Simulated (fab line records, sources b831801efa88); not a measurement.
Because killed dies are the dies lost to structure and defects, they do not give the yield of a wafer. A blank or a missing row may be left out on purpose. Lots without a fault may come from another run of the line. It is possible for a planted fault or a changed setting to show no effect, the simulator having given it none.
fab line records    flow sky130
record lots=12  wafers=35  lastDay=50
route steps=708 shown FIELD_ISO@28 VT_ADJUST_HVTP@95 VT_ADJUST_LVTN@99
lots that met no fault: taken from a fault-free run of the same line
startH: the number of hours between the record's first day and the start of the first shown wafer of the lot    waitH: time in hours since the lot's previous step    " the same as in the row above    L1.1+2: several wafers, shown together as one row    - either no value or no given start    * or withheld: withheld    < > ~ a bound
route shown NAME@n: names a module that has steps shown in the file, with the first one's number in the route    usual: the fault-free wafers' mean and standard deviation    same: alike in all rows    chamber/n: place in a boat    sites: the reading at each site    _std_site: their standard deviation    _edge_site: inner sites' mean taken away from outer sites' mean    radiusMm: for every site, how far away it sits from the centre of the wafer    mask NAME#n: copy n    behind: tool/chamber where the wafer was last shaped    hold: what put the lot on hold/how long, in hours/how the hold closed    device: the transistor (n, p or np) that didn't switch    end of line: the tests these same wafers got at the end of their route    a step given without rows: its recipe and nothing more    killed: count of dies lost to structure and defects at first sort (not the wafer's yield)    map: the dies of a wafer, with x for killed, . for not killed, _ for no die there
set.NAME: the setting as run; set.NAME@STEP: as run at that earlier step    model.NAME: the simulator's own value behind a step, which no gauge read
route steps across a sampled set of lots; one table per step, one row per wafer
services: from which hour (startH, from the record's first day; less than 0 if before it) a tool's chamber was out of use, for how many hours, and why
## steps
# step SKY_FIELD_ISO_CMP_27
# recipe stopOn=Si3N4  tOverpolishS=16  downForcePsi=4  platenRpm=60  targetThkNm=457.8  padVelocityMS=0.94248
# usual motorCurrentA=11.9/1.3  overpolishRunS=16.000/0.0085  platenRpm=60.00/0.037  timeToEndpointS=115/9
lot.wafer  tool    chamber  startH  waitH  motorCurrentA  overpolishRunS  platenRpm  timeToEndpointS
L408.1     cmp-02  2        35.43   0.1    12.4           16.002          60.04      107
L408.5     "       1        "       "      10.9           15.995          59.95      97
L408.6     "       2        "       "      12.1           16.003          60.08      106
L409.3     cmp-02  2        39.07   0.1    11.9           15.996          60.01      109
L409.1     "       3        "       "      11.8           15.989          59.97      113
L409.6     "       0        "       "      10.8           16.005          60.00      119
L411.1     cmp-02  0        49.57   0.0    11.3           16.006          60.04      118
L411.2     "       3        "       "      11.9           16.017          60.05      115
L411.5     "       0        "       "      10.5           16.004          60.01      117
L412.1     cmp-02  3        54.50   0.0    11.7           16.005          60.00      108
L412.4     "       0        "       "      10.5           15.997          60.00      115
L412.3     "       2        "       "      12.1           15.994          60.05      104
L414.2     cmp-02  0        64.50   0.0    11.4           15.979          60.08      116
L414.3     "       3        "       "      11.8           15.998          59.96      111
L414.5     "       0        "       "      10.9           16.005          59.99      117
L415.1     cmp-01  3        72.39   0.0    15.7           15.991          60.02      125
L415.4     "       0        "       "      12.7           16.003          59.99      116
L415.6     "       0        "       "      12.4           16.008          59.96      117
L416.2     cmp-01  0        75.24   0.1    11.9           15.989          59.99      118
L416.3     "       1        "       "      11.9           16.000          60.00      114
L416.5     "       3        "       "      14.8           16.005          59.96      126
L417.3     cmp-01  2        79.65   0.1    10.6           16.000          60.08      122
L417.2     "       3        "       "      15.2           15.999          60.02      126
L417.6     "       0        "       "      12.6           15.982          60.01      123
L419.3     cmp-01  2        90.56   0.1    10.9           15.997          60.00      120
L419.6     "       2        "       "      10.7           16.003          60.00      122
L420.4     cmp-02  3        95.97   0.0    11.9           16.003          59.96      118
L420.2     "       0        "       "      11.3           16.008          60.04      117
L420.3     "       1        "       "      10.9           15.996          60.01      100
L428.3     cmp-02  3        142.67  0.0    11.4           15.994          60.01      118
L428.4     "       0        "       "      10.8           16.022          59.98      118
L428.6     "       3        "       "      11.6           15.992          60.02      116
L431.3     cmp-01  3        158.50  0.1    15.5           15.993          60.05      126
L431.5     "       1        "       "      12.4           15.990          59.99      113
L431.6     "       2        "       "      11.1           15.998          59.96      125
# step SKY_VT_ADJUST_HVTP_STRIP_10
# recipe chemistry=O2/N2  powerW=1400  pressureMtorr=1500  platenTempC=withheld  o2FlowSccm=3000  n2FlowSccm=300  overashFraction=0.5
# usual drypumpMotorCurrentA=5.57/0.19  n2FlowSccm=299.9/0.88  oesProductAu=0.714/0.0041  stripTimeToEndpointS=14.16/0.042
lot.wafer  tool            chamber  startH  waitH  drypumpMotorCurrentA  n2FlowSccm  oesProductAu  rfHoursCounterH  stripTimeToEndpointS
L408.1     plasmaAsher-04  0        125.20  0.1    5.69                  298.9       0.716         43               14.14
L408.5     "               0        "       "      5.68                  300.9       0.711         -                14.13
L408.6     "               1        "       "      5.40                  300.5       0.711         -                14.13
L409.1     plasmaAsher-02  1        127.36  0.1    5.51                  300.5       0.713         0                14.12
L409.3     "               1        "       "      5.53                  299.9       0.712         -                14.11
L409.6     "               1        "       "      5.52                  300.9       0.714         -                14.09
L411.1     plasmaAsher-02  1        139.05  0.1    5.49                  300.5       0.716         1                14.18
L411.2     "               0        "       "      5.49                  300.1       0.718         1                14.14
L411.5     "               1        "       "      5.53                  300.8       0.718         -                14.10
L412.1     plasmaAsher-02  1        147.24  0.1    5.51                  299.6       0.713         2                14.09
L412.3     "               0        "       "      5.48                  299.7       0.707         -                14.11
L412.4     "               1        "       "      5.51                  300.0       0.709         -                14.11
L414.2     plasmaAsher-02  1        159.59  0.1    5.52                  300.4       0.712         3                14.15
L414.3     "               1        "       "      5.54                  300.6       0.713         -                14.10
L414.5     "               1        "       "      5.54                  301.4       0.717         -                14.13
L415.1     plasmaAsher-02  1        167.51  0.1    5.53                  300.3       0.718         4                14.13
L415.4     "               1        "       "      5.55                  299.9       0.714         -                14.16
L415.6     "               1        "       "      5.52                  300.2       0.712         -                14.17
L416.2     plasmaAsher-03  0        168.79  0.1    5.45                  299.8       0.714         39               14.25
L416.3     "               0        "       "      5.44                  299.3       0.712         -                14.20
L416.5     "               0        "       "      5.44                  301.0       0.712         -                14.18
L417.2     plasmaAsher-03  1        176.16  0.1    5.94                  298.4       0.715         39               14.23
L417.3     "               1        "       "      5.93                  299.5       0.713         -                14.23
L417.6     "               0        "       "      5.42                  300.2       0.717         -                14.21
L419.3     plasmaAsher-03  0        190.79  0.1    5.44                  300.2       0.714         -                14.19
L419.6     "               0        "       "      5.43                  300.4       0.709         -                14.20
L420.2     plasmaAsher-04  1        203.59  0.1    5.38                  299.8       0.708         50               14.15
L420.3     "               0        "       "      5.70                  300.1       0.716         -                14.11
L420.4     "               1        "       "      5.34                  300.8       0.718         -                14.06
L428.3     plasmaAsher-04  1        255.19  0.1    5.39                  299.9       0.712         -                14.18
L428.4     "               0        "       "      5.72                  298.5       0.713         -                14.22
L428.6     "               0        "       "      5.73                  299.7       0.712         -                14.21
L431.3     plasmaAsher-04  0        275.09  0.1    5.71                  299.2       0.710         -                14.14
L431.5     "               0        "       "      5.69                  301.4       0.710         -                14.15
L431.6     "               1        "       "      5.41                  299.9       0.720         -                14.15
# step SKY_VT_ADJUST_HVTP_TW_MEAS_11
# usual VT_ADJUST_HVTP_TW=1348/7.6
lot.wafer  tool          chamber  startH  waitH  VT_ADJUST_HVTP_TW
L408.1     filmMetro-03  -        125.30  0.1    1345
L408.5     "             -        "       "      1340
L408.6     "             -        "       "      1335
L409.1     filmMetro-03  -        127.46  0.1    1350
L409.3     "             -        "       "      1346
L409.6     "             -        "       "      1354
L411.1     filmMetro-02  -        139.15  0.1    1346
L411.2     "             -        "       "      1342
L411.5     "             -        "       "      1355
L412.1     filmMetro-01  -        147.34  0.1    1356
L412.3     "             -        "       "      1353
L412.4     "             -        "       "      1354
L414.2     filmMetro-03  -        159.70  0.1    1348
L414.3     "             -        "       "      1346
L414.5     "             -        "       "      1342
L415.1     filmMetro-03  -        167.61  0.1    1353
L415.4     "             -        "       "      1347
L415.6     "             -        "       "      1340
L416.2     filmMetro-02  -        168.90  0.1    1336
L416.3     "             -        "       "      1343
L416.5     "             -        "       "      1345
L417.2     filmMetro-02  -        176.27  0.1    1356
L417.3     "             -        "       "      1341
L417.6     "             -        "       "      1348
L419.3     filmMetro-01  -        190.87  0.1    1360
L419.6     "             -        "       "      1360
L420.2     filmMetro-03  -        203.70  0.1    1353
L420.3     "             -        "       "      1346
L420.4     "             -        "       "      1347
L428.3     filmMetro-01  -        255.28  0.1    1351
L428.4     "             -        "       "      1355
L428.6     "             -        "       "      1358
L431.3     filmMetro-02  -        275.18  0.1    1348
L431.5     "             -        "       "      1346
L431.6     "             -        "       "      1349
# step SKY_VT_ADJUST_LVTN_COAT_02
# recipe spinRpm=2000  resistThkNm=3000
# usual exhaustPa=45.0/0.89
lot.wafer  tool           chamber  startH  waitH  exhaustPa
L408.1     lithoTrack-01  0        133.40  0.1    44.4
L408.5     "              0        "       "      44.6
L408.6     "              0        "       "      44.2
L409.1     lithoTrack-01  0        135.95  0.1    44.8
L409.3     "              0        "       "      45.0
L409.6     "              0        "       "      44.5
L411.1     lithoTrack-01  0        148.40  0.1    45.2
L411.2     "              0        "       "      45.7
L411.5     "              0        "       "      45.1
L412.1     lithoTrack-03  0        157.00  0.1    45.0
L412.3     "              0        "       "      45.1
L412.4     "              0        "       "      43.7
L414.2     lithoTrack-01  0        168.87  0.1    46.1
L414.3     "              0        "       "      45.8
L414.5     "              0        "       "      44.4
L415.1     lithoTrack-02  0        177.61  0.1    46.0
L415.4     "              0        "       "      46.0
L415.6     "              0        "       "      45.9
L416.2     lithoTrack-02  0        178.88  0.1    46.7
L416.3     "              0        "       "      46.8
L416.5     "              0        "       "      46.2
L417.2     lithoTrack-01  0        186.07  0.1    44.7
L417.3     "              0        "       "      44.2
L417.6     "              0        "       "      45.5
L419.3     lithoTrack-02  0        201.76  0.1    46.4
L419.6     "              0        "       "      46.0
L420.2     lithoTrack-02  0        214.33  0.1    45.3
L420.3     "              0        "       "      43.6
L420.4     "              0        "       "      44.3
L428.3     lithoTrack-01  0        266.10  0.1    45.9
L428.4     "              0        "       "      45.8
L428.6     "              0        "       "      44.1
L431.3     lithoTrack-01  0        287.40  0.1    44.2
L431.5     "              0        "       "      44.3
L431.6     "              0        "       "      44.8
# step SKY_VT_ADJUST_LVTN_STRIP_09
# recipe chemistry=O2/N2  powerW=1400  pressureMtorr=1500  platenTempC=withheld  o2FlowSccm=3000  n2FlowSccm=300  overashFraction=0.5
# usual drypumpMotorCurrentA=5.54/0.25  n2FlowSccm=300.0/0.91  oesProductAu=0.722/0.0048  stripTimeToEndpointS=36.92/0.094
lot.wafer  tool            chamber  startH  waitH  drypumpMotorCurrentA  n2FlowSccm  oesProductAu  rfHoursCounterH  stripTimeToEndpointS
L408.1     plasmaAsher-01  1        142.33  0.1    5.17                  299.5       0.728         44               36.80
L408.5     "               0        "       "      5.47                  299.4       0.730         -                36.72
L408.6     "               1        "       "      5.19                  298.9       0.721         -                36.77
L409.1     plasmaAsher-01  1        145.04  0.1    5.30                  300.1       0.720         45               36.82
L409.3     "               1        "       "      5.25                  298.8       0.718         -                36.89
L409.6     "               1        "       "      5.24                  301.4       0.722         -                36.77
L411.1     plasmaAsher-01  1        158.48  0.1    5.22                  300.9       0.724         46               36.87
L411.2     "               0        "       "      5.45                  299.6       0.718         46               36.90
L411.5     "               1        "       "      5.26                  299.7       0.723         -                36.95
L412.1     plasmaAsher-03  1        167.28  0.1    5.94                  300.5       0.719         38               37.02
L412.3     "               1        "       "      5.95                  299.7       0.722         -                37.09
L412.4     "               0        "       "      5.43                  299.1       0.722         -                37.06
L414.2     plasmaAsher-03  1        179.69  0.1    5.95                  299.5       0.726         40               36.97
L414.3     "               0        "       "      5.44                  300.1       0.726         -                36.94
L414.5     "               1        "       "      5.96                  300.7       0.725         -                36.98
L415.1     plasmaAsher-03  1        188.44  0.1    5.96                  299.8       0.725         41               37.06
L415.4     "               1        "       "      5.95                  300.5       0.725         -                37.14
L415.6     "               1        "       "      5.96                  300.0       0.719         -                37.05
L416.2     plasmaAsher-04  0        189.44  0.1    5.69                  298.7       0.717         49               36.95
L416.3     "               0        "       "      5.71                  300.8       0.716         -                37.01
L416.5     "               0        "       "      5.68                  300.7       0.720         -                37.03
L417.2     plasmaAsher-04  0        196.83  0.1    5.69                  300.7       0.723         49               36.94
L417.3     "               0        "       "      5.68                  300.7       0.713         -                36.89
L417.6     "               1        "       "      5.40                  299.9       0.716         -                36.80
L419.3     plasmaAsher-04  0        213.01  0.1    5.69                  301.1       0.721         -                36.90
L419.6     "               0        "       "      5.69                  299.7       0.726         -                32.32
L420.2     plasmaAsher-03  1        226.18  0.1    5.94                  300.7       0.725         44               36.83
L420.3     "               0        "       "      5.40                  300.4       0.713         -                36.76
L420.4     "               1        "       "      5.94                  298.9       0.728         -                32.31
L428.3     plasmaAsher-03  0        278.66  0.1    5.43                  298.3       0.717         -                36.85
L428.4     "               1        "       "      5.96                  300.4       0.724         -                36.98
L428.6     "               0        "       "      5.43                  298.9       0.723         -                36.87
L431.3     plasmaAsher-01  1        300.87  0.1    5.26                  299.4       0.723         -                37.00
L431.5     "               1        "       "      5.28                  300.0       0.734         -                36.97
L431.6     "               0        "       "      5.47                  300.3       0.733         -                37.00
## services
tool            chamber  startH  hours  kind
plasmaAsher-02  -        33.27   0.7    repair
cmp-01          -        36.37   3.6    repair
plasmaAsher-01  -        49.37   2.4    repair
cmp-02          -        54.80   4.4    pm
cmp-01          -        59.21   4.8    pm
cmp-01          -        64.05   4.0    pm
cmp-02          -        71.93   8.6    repair
plasmaAsher-01  -        89.23   4.1    repair
plasmaAsher-02  -        102.76  13.6   repair
cmp-01          -        103.85  2.4    repair
cmp-02          -        106.93  1.2    repair
cmp-02          -        109.40  1.5    repair
cmp-01          -        110.84  2.1    repair
plasmaAsher-02  -        116.40  9.0    pm
plasmaAsher-04  -        164.17  7.2    repair
cmp-02          -        168.89  0.6    repair
cmp-02          -        178.00  7.9    pm
cmp-02          -        227.38  0.6    repair
cmp-02          -        227.79  0.9    repair
cmp-02          -        232.00  4.0    pm
cmp-02          -        251.46  3.3    repair
plasmaAsher-04  -        266.30  1.3    repair
cmp-02          -        269.36  0.9    repair
cmp-02          -        283.36  3.1    repair
## key
firstSign step=SKY_VT_ADJUST_LVTN_STRIP_09  reading=stripTimeToEndpointS  direction=down  sigmas=49  usual=*  struck=*
effect none on later readings
metAt SKY_VT_ADJUST_LVTN_COAT_02
struckLots L419,L420
struckWafers L419.6,L420.4
testerLeftOut L419,L420
notActingAt SKY_FIELD_ISO_CMP_27,SKY_VT_ADJUST_HVTP_STRIP_10,SKY_VT_ADJUST_HVTP_TW_MEAS_11
onsetBetween 178.88 201.76
fault kind=processParameterDrift  tool=lithoTrack-02  chamber=-  onsetH=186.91  steps=SKY_VT_ADJUST_LVTN_COAT_02  channel=resistThkNm  offset=-396.54  shape=step  endH=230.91  scope=struckWafersOnly  actsIn=theseRecipesOnly  stated=3000
# testerLeftOut: of these lots the tester's yield and bins aren't shown, on N5 and GAA mostly nor the transistor test; their killed dies are dies lost to structure and defects alone, not to doping, threshold or leakage, so they don't give the yield
